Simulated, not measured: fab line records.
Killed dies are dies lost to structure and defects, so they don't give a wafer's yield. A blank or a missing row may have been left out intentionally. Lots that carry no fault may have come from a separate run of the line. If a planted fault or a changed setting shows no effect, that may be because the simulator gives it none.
fab line records	flow sky130
record lots=24	wafers=72	last_day=50
route steps=708 shown FIELD_ISO@16 VT_ADJUST_PCH@150 CONTACT@409 VIA1@461 VIA3@574
lots untouched by any fault: they come from a run of this same line in which no faults occurred
start_h: hours from the record's opening day to when the first of the lot's shown wafers began	wait_h: hours from the lot's prior step to this one	" the same as in the row above	L1.1+2: several wafers, shown together as one row	- no value, or no start was given	* or withheld: withheld	< > ~ a bound
route shown NAME@n: a module of which the file shows steps, and the number in the route of the first	usual: mean and standard deviation over wafers with no fault	same: alike in all rows	chamber/n: place in a boat	sites: the reading at each site	_std_site: standard deviation of those values	_edge_site: inner sites' mean taken away from outer sites' mean	radius_mm: for every site, how far away it sits from the centre of the wafer	mask NAME#n: copy n	behind: tool/chamber where the wafer was last shaped	hold: what put the lot on hold/how long, in hours/how the hold closed	device: the transistor (n, p or np) that didn't switch	end of line: tests run on the same wafers once the route is complete	a step without rows: its recipe alone	killed: dies lost to structure and defects at the first sort, not the wafer's yield	map: the dies of a wafer, with x for killed, . for not killed, _ for no die there
set.NAME: the setting as run; set.NAME@STEP: as run at that earlier step	model.NAME: the simulator's own value behind a step, which no gauge read
the route's steps for a sample of lots (tables are steps, rows are wafers)
services: from which hour (start_h, from the record's first day; less than 0 if before it) a tool's chamber was out of use, for how many hours, and why
## steps
# step SKY_FIELD_ISO_ETCH_15
# recipe chemistry=CHF3/O2	target_depth_nm=180	stop_on=Si	source_w=600	bias_w=200	pressure_mtorr=40	chf3_flow_sccm=50	O2_flow_sccm=5	time_s=72
# usual chamber_pressure_mTorr=40.00/0.038	drypump_motor_current_A=6.02/0.29	oes_product_au=0.927/0.0068	throttle_valve_pct=8.838/0.0096
lot.wafer	tool	chamber	start_h	wait_h	chamber_pressure_mTorr	drypump_motor_current_A	oes_product_au	rf_hours_counter_h	throttle_valve_pct
L074.2	rie_diel-02	1	31.94	0.0	40.02	6.01	0.925	75	8.820
L074.3	"	0	"	"	39.93	5.84	0.925	75	8.858
L074.5	"	3	"	"	40.00	6.20	0.923	-	8.830
L075.1	rie_diel-04	3	37.44	0.0	39.95	6.10	0.934	6	8.826
L075.2	"	0	"	"	40.00	5.41	0.928	116	8.839
L075.3	"	1	"	"	40.04	6.34	0.920	66	8.838
L076.2	rie_diel-02	0	40.39	0.0	40.04	5.85	0.922	75	8.843
L076.3	"	1	"	"	39.98	5.99	0.928	75	8.835
L076.4	"	2	"	"	39.97	6.25	0.926	63	8.847
L077.1	rie_diel-04	1	46.74	0.0	40.02	6.37	0.926	66	8.829
L077.4	"	3	"	"	40.00	6.07	0.921	6	8.838
L077.5	"	2	"	"	39.97	6.27	0.927	-	8.841
L078.1	rie_diel-03	2	51.14	0.0	39.95	5.68	0.925	5	8.818
L078.2	"	1	"	"	39.95	5.67	0.935	75	8.857
L078.4	"	0	"	"	40.02	6.16	0.929	93	8.849
L079.1	rie_diel-04	2	58.59	0.0	39.96	6.26	0.924	54	8.848
L079.2	"	3	"	"	39.98	6.09	0.931	6	8.840
L079.5	"	3	"	"	39.98	6.05	0.923	-	8.843
L080.2	rie_diel-04	2	60.23	0.0	40.03	6.27	0.919	54	8.832
L080.3	"	0	"	"	40.00	5.45	0.912	117	8.835
L080.5	"	3	"	"	39.97	6.09	0.926	-	8.847
L081.3	rie_diel-02	3	65.88	0.0	39.99	6.19	0.929	162	8.838
L081.4	"	1	"	"	40.03	6.01	0.937	76	8.842
L081.5	"	2	"	"	40.08	6.26	0.928	-	8.837
L082.3	rie_diel-02	2	70.63	0.0	40.07	6.24	0.926	64	8.841
L082.5	"	0	"	"	39.99	5.87	0.934	-	8.839
L082.6	"	1	"	"	40.03	6.02	0.927	-	8.831
L083.1	rie_diel-02	2	78.08	0.0	39.99	6.28	0.929	64	8.826
L083.2	"	0	"	"	39.98	5.85	0.924	76	8.856
L083.6	"	2	"	"	40.04	6.26	0.925	-	8.843
L084.1	rie_diel-03	2	85.33	0.0	40.01	5.69	0.934	5	8.847
L084.2	"	0	"	"	39.94	6.18	0.934	93	8.836
L084.4	"	2	"	"	40.03	5.70	0.940	-	8.833
L085.1	rie_diel-02	2	91.88	0.0	40.05	6.27	0.942	65	8.827
L085.2	"	0	"	"	40.01	5.87	0.937	76	8.838
L085.6	"	3	"	"	39.99	6.14	0.930	-	8.829
L086.3	rie_diel-04	3	92.93	0.0	40.01	6.09	0.921	7	8.826
L086.4	"	2	"	"	40.01	6.27	0.931	55	8.848
L086.5	"	2	"	"	40.00	6.26	0.928	-	8.848
L087.1	rie_diel-03	1	96.43	0.0	40.06	5.67	0.923	76	8.845
L087.3	"	3	"	"	39.98	5.38	0.923	71	8.838
L087.5	"	3	"	"	39.99	5.39	0.918	-	8.835
L088.1	rie_diel-02	2	101.48	0.0	40.02	6.30	0.916	65	8.835
L088.3	"	3	"	"	39.99	6.18	0.925	162	8.852
L088.6	"	2	"	"	40.03	6.28	0.925	-	8.829
L089.1	rie_diel-03	3	106.89	0.0	40.02	5.37	0.916	71	8.824
L089.2	"	0	"	"	39.95	6.19	0.917	93	8.828
L089.6	"	0	"	"	39.99	6.16	0.904	-	8.834
L090.4	rie_diel-04	1	110.89	0.0	39.97	6.35	0.922	67	8.827
L090.5	"	3	"	"	40.06	6.08	0.926	-	8.819
L090.6	"	2	"	"	39.98	6.28	0.930	-	8.839
L091.2	rie_diel-02	1	116.64	0.0	40.06	6.02	0.931	77	8.844
L091.4	"	2	"	"	40.01	6.27	0.932	-	8.838
L091.6	"	0	"	"	40.04	5.86	0.923	-	8.855
L092.2	rie_diel-04	0	126.59	0.0	39.88	5.44	0.925	118	8.823
L092.3	"	1	"	"	40.03	6.34	0.932	68	8.842
L092.5	"	2	"	"	39.96	6.24	0.926	-	8.844
L093.4	rie_diel-02	0	131.99	0.0	39.98	5.86	0.927	77	8.829
L093.5	"	1	"	"	39.91	6.04	0.932	-	8.847
L093.6	"	0	"	"	39.98	5.85	0.928	-	8.843
L094.2	rie_diel-04	0	135.13	0.0	39.99	5.48	0.929	118	8.846
L094.4	"	1	"	"	40.02	6.34	0.930	68	8.839
L094.6	"	0	"	"	39.96	5.40	0.930	-	8.840
L095.1	rie_diel-02	1	137.53	0.0	40.03	6.00	0.915	77	8.836
L095.3	"	0	"	"	40.00	5.87	0.917	77	8.833
L095.6	"	1	"	"	40.02	5.97	0.921	-	8.822
L096.1	rie_diel-02	1	143.29	0.0	39.92	6.02	0.933	77	8.836
L096.3	"	3	"	"	40.01	6.18	0.933	0	8.842
L096.5	"	2	"	"	39.98	6.28	0.934	-	8.828
L097.1	rie_diel-04	2	148.79	0.0	40.04	6.26	0.942	56	8.821
L097.2	"	0	"	"	40.00	5.45	0.923	118	8.838
L097.6	"	2	"	"	39.96	6.29	0.924	-	8.825
# step SKY_VT_ADJUST_PCH_OVL_MEAS_07
# usual VT_ADJUST_PCH_OVL=0.5/1.3
lot.wafer	tool	chamber	start_h	wait_h	VT_ADJUST_PCH_OVL[nm]
L074.2	overlay-01	-	229.24	-	0.7
L074.3	"	-	"	"	-0.9
L074.5	"	-	"	"	-0.3
L075.1	overlay-01	-	235.82	-	0.8
L075.2	"	-	"	"	0.9
L075.3	"	-	"	"	0.7
L076.2	overlay-02	-	242.72	-	2.9
L076.3	"	-	"	"	2.6
L076.4	"	-	"	"	2.5
L077.1	overlay-02	-	250.02	-	-2.6
L077.4	"	-	"	"	-2.7
L077.5	"	-	"	"	0.3
L078.1	overlay-02	-	255.32	-	1.3
L078.2	"	-	"	"	0.8
L078.4	"	-	"	"	0.2
L080.2	overlay-02	-	272.19	-	0.7
L080.3	"	-	"	"	0.4
L080.5	"	-	"	"	0.4
L079.1	overlay-01	-	272.22	-	0.1
L079.2	"	-	"	"	-1.1
L079.5	"	-	"	"	-1.0
L081.3	overlay-01	-	276.28	-	0.2
L081.4	"	-	"	"	-1.0
L081.5	"	-	"	"	0.4
L082.3	overlay-02	-	284.63	-	-0.9
L082.5	"	-	"	"	-0.8
L082.6	"	-	"	"	-1.2
L083.1	overlay-02	-	295.92	-	1.7
L083.2	"	-	"	"	1.1
L083.6	"	-	"	"	0.7
L084.1	overlay-02	-	305.48	-	1.5
L084.2	"	-	"	"	2.5
L084.4	"	-	"	"	1.1
L085.1	overlay-01	-	316.67	-	-1.3
L085.2	"	-	"	"	0.8
L085.6	"	-	"	"	-0.8
L086.3	overlay-02	-	317.99	-	0.1
L086.4	"	-	"	"	0.7
L086.5	"	-	"	"	-0.9
L087.1	overlay-02	-	325.07	-	1.6
L087.3	"	-	"	"	2.0
L087.5	"	-	"	"	1.5
L088.1	overlay-02	-	330.82	-	-0.4
L088.3	"	-	"	"	-0.3
L088.6	"	-	"	"	0.1
L089.1	overlay-01	-	337.97	-	0.4
L089.2	"	-	"	"	1.0
L089.6	"	-	"	"	0.6
L090.4	overlay-02	-	347.09	-	-0.2
L090.5	"	-	"	"	0.4
L090.6	"	-	"	"	-0.1
L091.2	overlay-02	-	353.42	-	2.5
L091.4	"	-	"	"	1.6
L091.6	"	-	"	"	1.3
L092.2	overlay-02	-	367.54	-	0.2
L092.3	"	-	"	"	3.4
L092.5	"	-	"	"	1.1
L093.4	overlay-01	-	373.98	-	-0.2
L093.5	"	-	"	"	-1.7
L093.6	"	-	"	"	-1.3
L094.2	overlay-01	-	375.87	-	0.1
L094.4	"	-	"	"	-0.5
L094.6	"	-	"	"	-1.4
L095.1	overlay-02	-	382.47	-	-1.2
L095.3	"	-	"	"	0.0
L095.6	"	-	"	"	-0.4
L096.1	overlay-02	-	389.63	-	2.1
L096.3	"	-	"	"	1.8
L096.5	"	-	"	"	2.2
L097.1	overlay-01	-	404.12	-	0.2
L097.2	"	-	"	"	1.7
L097.6	"	-	"	"	1.3
# step SKY_CONTACT_THK_MEAS_03
# recipe reads=SiO2_of_CONTACT_HDPCVD_02
# usual CONTACT_HDPCVD_THK=567/5.3
lot.wafer	tool	chamber	start_h	wait_h	CONTACT_HDPCVD_THK[nm]
L074.2	film_metro-02	-	719.51	0.0	570
L074.3	"	-	"	"	576
L074.5	"	-	"	"	569
L075.1	film_metro-02	-	723.11	0.0	571
L075.2	"	-	"	"	567
L075.3	"	-	"	"	569
L076.2	film_metro-02	-	726.66	0.0	569
L076.3	"	-	"	"	575
L076.4	"	-	"	"	573
L077.1	film_metro-01	-	729.49	0.0	574
L077.4	"	-	"	"	567
L077.5	"	-	"	"	577
L078.1	film_metro-03	-	731.42	0.0	573
L078.2	"	-	"	"	568
L078.4	"	-	"	"	568
L080.2	film_metro-02	-	755.75	0.0	564
L080.3	"	-	"	"	566
L080.5	"	-	"	"	576
L079.1	film_metro-03	-	757.56	0.0	567
L079.2	"	-	"	"	562
L079.5	"	-	"	"	563
L081.3	film_metro-02	-	761.46	0.1	572
L081.4	"	-	"	"	572
L081.5	"	-	"	"	571
L082.3	film_metro-03	-	768.76	0.1	572
L082.5	"	-	"	"	565
L082.6	"	-	"	"	569
L083.1	film_metro-01	-	780.34	0.0	565
L083.2	"	-	"	"	563
L083.6	"	-	"	"	570
L084.1	film_metro-03	-	793.14	0.0	569
L084.2	"	-	"	"	569
L084.4	"	-	"	"	568
L085.1	film_metro-03	-	803.90	0.0	561
L085.2	"	-	"	"	568
L085.6	"	-	"	"	563
L086.3	film_metro-01	-	808.23	0.1	568
L086.4	"	-	"	"	570
L086.5	"	-	"	"	564
L087.1	film_metro-01	-	814.70	0.0	563
L087.3	"	-	"	"	564
L087.5	"	-	"	"	557
L088.1	film_metro-03	-	818.04	0.0	566
L088.3	"	-	"	"	572
L088.6	"	-	"	"	567
L089.1	film_metro-01	-	823.28	0.0	567
L089.2	"	-	"	"	571
L089.6	"	-	"	"	561
L090.4	film_metro-02	-	833.77	0.0	561
L090.5	"	-	"	"	568
L090.6	"	-	"	"	566
L091.2	film_metro-03	-	836.75	0.0	573
L091.4	"	-	"	"	559
L091.6	"	-	"	"	566
L092.2	film_metro-01	-	851.41	0.0	570
L092.3	"	-	"	"	563
L092.5	"	-	"	"	573
L093.4	film_metro-01	-	861.26	0.0	570
L093.5	"	-	"	"	560
L093.6	"	-	"	"	565
L094.2	film_metro-02	-	862.26	0.0	571
L094.4	"	-	"	"	572
L094.6	"	-	"	"	563
L095.1	film_metro-03	-	868.90	0.0	563
L095.3	"	-	"	"	563
L095.6	"	-	"	"	556
L096.1	film_metro-01	-	871.60	0.0	568
L096.3	"	-	"	"	556
L096.5	"	-	"	"	564
L097.1	film_metro-01	-	882.80	0.0	566
L097.2	"	-	"	"	565
L097.6	"	-	"	"	571
# step SKY_CONTACT_CMP_04
# recipe material=SiO2	down_force_psi=4	platen_rpm=60	pad_velocity_m_s=0.94248
# usual motor_current_A=11.7/1.1	time_to_endpoint_s=84/3.9
lot.wafer	tool	chamber	start_h	wait_h	motor_current_A	time_to_endpoint_s
L074.3	cmp-01	3	719.61	0.1	12.7	88
L074.2	"	0	"	"	10.3	85
L074.5	"	3	"	"	13.5	85
L075.2	cmp-02	3	723.17	0.0	11.8	84
L075.3	"	0	"	"	10.4	84
L075.1	"	2	"	"	12.2	90
L076.3	cmp-02	2	726.71	0.0	12.2	86
L076.4	"	0	"	"	10.5	84
L076.2	"	1	"	"	11.6	83
L077.4	cmp-01	1	729.55	0.0	12.5	87
L077.1	"	3	"	"	13.3	87
L077.5	"	1	"	"	12.7	88
L078.1	cmp-01	2	731.53	0.1	11.1	88
L078.2	"	3	"	"	13.7	81
L078.4	"	0	"	"	10.4	82
L080.3	cmp-02	0	755.80	0.0	9.9	80
L080.2	"	1	"	"	11.7	84
L080.5	"	1	"	"	11.8	88
L079.1	cmp-01	1	757.67	0.1	13.0	88
L079.2	"	3	"	"	14.6	82
L079.5	"	0	"	"	10.4	81
L081.3	cmp-01	0	761.50	0.0	10.2	81
L081.4	"	3	"	"	13.3	86
L081.5	"	0	"	"	10.5	83
L082.3	cmp-01	3	768.85	0.1	13.4	90
L082.5	"	2	"	"	11.1	87
L082.6	"	3	"	"	13.8	86
L083.1	cmp-02	1	780.50	0.1	11.7	87
L083.2	"	2	"	"	12.6	87
L083.6	"	0	"	"	10.4	86
L084.2	cmp-01	3	793.20	0.0	13.1	83
L084.1	"	0	"	"	10.2	86
L084.4	"	1	"	"	13.1	88
L085.1	cmp-01	2	803.96	0.1	10.6	83
L085.2	"	1	"	"	12.5	87
L085.6	"	3	"	"	14.0	80
L086.3	cmp-02	1	808.32	0.1	11.5	81
L086.4	"	2	"	"	12.8	86
L086.5	"	0	"	"	10.3	80
L087.3	cmp-02	2	814.81	0.1	13.1	82
L087.1	"	3	"	"	11.1	85
L087.5	"	2	"	"	12.8	81
L088.1	cmp-01	1	818.10	0.1	12.7	83
L088.3	"	3	"	"	13.6	81
L088.6	"	1	"	"	12.4	83
L089.1	cmp-02	2	823.34	0.1	12.2	85
L089.2	"	3	"	"	11.8	84
L089.6	"	2	"	"	12.5	86
L090.4	cmp-02	2	834.43	0.6	12.6	77
L090.5	"	0	"	"	10.3	78
L090.6	"	1	"	"	12.2	79
L091.2	cmp-02	1	836.80	0.0	11.3	87
L091.4	"	0	"	"	10.4	78
L091.6	"	1	"	"	12.0	81
L092.2	cmp-01	1	851.46	0.0	12.9	87
L092.3	"	2	"	"	11.3	84
L092.5	"	2	"	"	11.4	90
L093.4	cmp-02	3	861.39	0.1	11.1	85
L093.6	"	1	"	"	11.4	80
L093.5	"	2	"	"	12.7	83
L094.2	cmp-02	2	862.31	0.0	12.3	84
L094.4	"	3	"	"	11.5	82
L094.6	"	3	"	"	11.2	79
L095.3	cmp-01	0	868.96	0.0	10.1	81
L095.1	"	1	"	"	13.4	83
L095.6	"	0	"	"	10.6	79
L096.1	cmp-01	1	871.66	0.1	12.6	84
L096.3	"	0	"	"	10.9	78
L096.5	"	2	"	"	10.6	88
L097.1	cmp-02	1	882.86	0.1	11.5	81
L097.2	"	0	"	"	10.4	78
L097.6	"	2	"	"	12.6	81
# step SKY_VIA1_BOW_MEAS_03
# recipe mode=bow
# usual VIA1_BOW=81/7.7
lot.wafer	tool	chamber	start_h	wait_h	VIA1_BOW[um]
L074.2	film_metro-03	-	777.31	0.2	85
L074.3	"	-	"	"	77
L074.5	"	-	"	"	78
L075.1	film_metro-04	-	780.75	0.2	69
L075.2	"	-	"	"	71
L075.3	"	-	"	"	74
L076.2	film_metro-01	-	784.72	0.1	84
L076.3	"	-	"	"	87
L076.4	"	-	"	"	79
L077.1	film_metro-03	-	786.81	0.2	81
L077.4	"	-	"	"	86
L077.5	"	-	"	"	87
L078.1	film_metro-03	-	788.93	0.2	66
L078.2	"	-	"	"	85
L078.4	"	-	"	"	86
L080.2	film_metro-03	-	811.55	0.2	73
L080.3	"	-	"	"	84
L080.5	"	-	"	"	78
L079.1	film_metro-04	-	813.01	0.2	71
L079.2	"	-	"	"	78
L079.5	"	-	"	"	67
L081.3	film_metro-03	-	818.45	0.3	78
L081.4	"	-	"	"	80
L081.5	"	-	"	"	79
L082.3	film_metro-03	-	824.65	0.2	85
L082.5	"	-	"	"	89
L082.6	"	-	"	"	84
L083.1	film_metro-01	-	836.77	0.2	86
L083.2	"	-	"	"	84
L083.6	"	-	"	"	88
L084.1	film_metro-04	-	848.77	0.2	77
L084.2	"	-	"	"	83
L084.4	"	-	"	"	78
L085.1	film_metro-03	-	858.95	0.1	84
L085.2	"	-	"	"	77
L085.6	"	-	"	"	85
L086.3	film_metro-04	-	864.56	0.3	77
L086.4	"	-	"	"	62
L086.5	"	-	"	"	80
L087.1	film_metro-04	-	870.65	0.1	83
L087.3	"	-	"	"	79
L087.5	"	-	"	"	80
L088.1	film_metro-01	-	873.62	0.2	77
L088.3	"	-	"	"	78
L088.6	"	-	"	"	76
L089.1	film_metro-03	-	878.58	0.2	89
L089.2	"	-	"	"	79
L089.6	"	-	"	"	91
L090.4	film_metro-04	-	890.06	0.2	72
L090.5	"	-	"	"	91
L090.6	"	-	"	"	88
L091.2	film_metro-04	-	892.86	0.2	88
L091.4	"	-	"	"	83
L091.6	"	-	"	"	77
L092.2	film_metro-01	-	906.35	0.1	82
L092.3	"	-	"	"	91
L092.5	"	-	"	"	104
L093.4	film_metro-01	-	915.92	0.3	76
L093.5	"	-	"	"	81
L093.6	"	-	"	"	72
L094.2	film_metro-03	-	916.18	0.3	73
L094.4	"	-	"	"	81
L094.6	"	-	"	"	82
L095.1	film_metro-03	-	923.58	0.1	83
L095.3	"	-	"	"	77
L095.6	"	-	"	"	88
L096.1	film_metro-04	-	925.31	0.2	74
L096.3	"	-	"	"	65
L096.5	"	-	"	"	69
L097.1	film_metro-03	-	936.57	0.1	89
L097.2	"	-	"	"	88
L097.6	"	-	"	"	71
# step SKY_VIA3_THK_MEAS_01
# recipe reads=SiO2_of_VIA3_HDPCVD_00
# usual VIA3_HDPCVD_THK=1642/17
lot.wafer	tool	chamber	start_h	wait_h	VIA3_HDPCVD_THK[nm]
L074.2	film_metro-03	-	914.46	0.1	1625
L074.3	"	-	"	"	1624
L074.5	"	-	"	"	1622
L075.1	film_metro-04	-	917.95	0.1	1673
L075.2	"	-	"	"	1646
L075.3	"	-	"	"	1655
L076.2	film_metro-04	-	920.22	0.1	1682
L076.3	"	-	"	"	1668
L076.4	"	-	"	"	1646
L077.1	film_metro-03	-	923.06	0.1	1641
L077.4	"	-	"	"	1610
L077.5	"	-	"	"	1628
L078.1	film_metro-01	-	924.46	0.1	1632
L078.2	"	-	"	"	1656
L078.4	"	-	"	"	1657
L080.2	film_metro-01	-	944.98	0.1	1663
L080.3	"	-	"	"	1659
L080.5	"	-	"	"	1636
L079.1	film_metro-03	-	947.49	0.1	1666
L079.2	"	-	"	"	1654
L079.5	"	-	"	"	1662
L081.3	film_metro-01	-	951.96	0.1	1653
L081.4	"	-	"	"	1660
L081.5	"	-	"	"	1637
L082.3	film_metro-04	-	960.02	0.1	1603
L082.5	"	-	"	"	1641
L082.6	"	-	"	"	1616
L083.1	film_metro-04	-	969.25	0.1	1642
L083.2	"	-	"	"	1651
L083.6	"	-	"	"	1644
L084.1	film_metro-01	-	978.50	0.1	1641
L084.2	"	-	"	"	1655
L084.4	"	-	"	"	1623
L085.1	film_metro-04	-	990.15	0.1	1645
L085.2	"	-	"	"	1674
L085.6	"	-	"	"	1650
L086.3	film_metro-01	-	994.57	0.1	1618
L086.4	"	-	"	"	1632
L086.5	"	-	"	"	1613
L087.1	film_metro-04	-	999.83	0.2	1646
L087.3	"	-	"	"	1623
L087.5	"	-	"	"	1658
L088.1	film_metro-04	-	1001.80	0.1	1629
L088.3	"	-	"	"	1636
L088.6	"	-	"	"	1613
L089.1	film_metro-04	-	1006.10	0.1	1626
L089.2	"	-	"	"	1632
L089.6	"	-	"	"	1632
L090.4	film_metro-04	-	1016.12	0.0	1657
L090.5	"	-	"	"	1676
L090.6	"	-	"	"	1654
L091.2	film_metro-03	-	1020.82	0.1	1649
L091.4	"	-	"	"	1650
L091.6	"	-	"	"	1643
L092.2	film_metro-04	-	1031.31	0.1	1637
L092.3	"	-	"	"	1637
L092.5	"	-	"	"	1638
L093.4	film_metro-04	-	1039.60	0.0	1656
L093.5	"	-	"	"	1634
L093.6	"	-	"	"	1622
L094.2	film_metro-04	-	1041.32	0.1	1665
L094.4	"	-	"	"	1643
L094.6	"	-	"	"	1662
L095.1	film_metro-04	-	1047.73	0.1	1648
L095.3	"	-	"	"	1637
L095.6	"	-	"	"	1622
L096.1	film_metro-03	-	1049.26	0.1	1607
L096.3	"	-	"	"	1622
L096.5	"	-	"	"	1618
L097.1	film_metro-03	-	1059.96	0.1	1613
L097.2	"	-	"	"	1641
L097.6	"	-	"	"	1639
## services
tool	chamber	start_h	hours	kind
cmp-02	-	16.89	1.2	repair
cmp-01	-	49.22	1.3	repair
cmp-02	-	89.09	7.2	pm
cmp-02	-	98.54	4.0	pm
cmp-01	-	116.05	4.9	pm
cmp-01	-	142.21	4.2	repair
cmp-01	-	148.70	4.8	repair
cmp-02	-	151.50	0.4	repair
cmp-02	-	156.39	8.5	pm
cmp-01	-	166.90	7.6	pm
cmp-01	-	186.25	1.0	repair
cmp-02	-	220.74	3.7	repair
cmp-02	-	228.25	3.7	repair
cmp-01	-	232.00	4.0	pm
cmp-01	-	259.20	0.5	repair
cmp-02	-	261.54	1.5	repair
cmp-02	-	291.68	1.4	repair
cmp-02	-	317.33	1.3	repair
cmp-01	-	339.94	1.0	repair
cmp-01	-	344.11	2.2	repair
cmp-02	-	347.87	3.1	pm
cmp-02	-	432.65	12.0	repair
cmp-02	-	433.25	3.1	repair
cmp-02	-	444.68	4.0	pm
## key
fault none
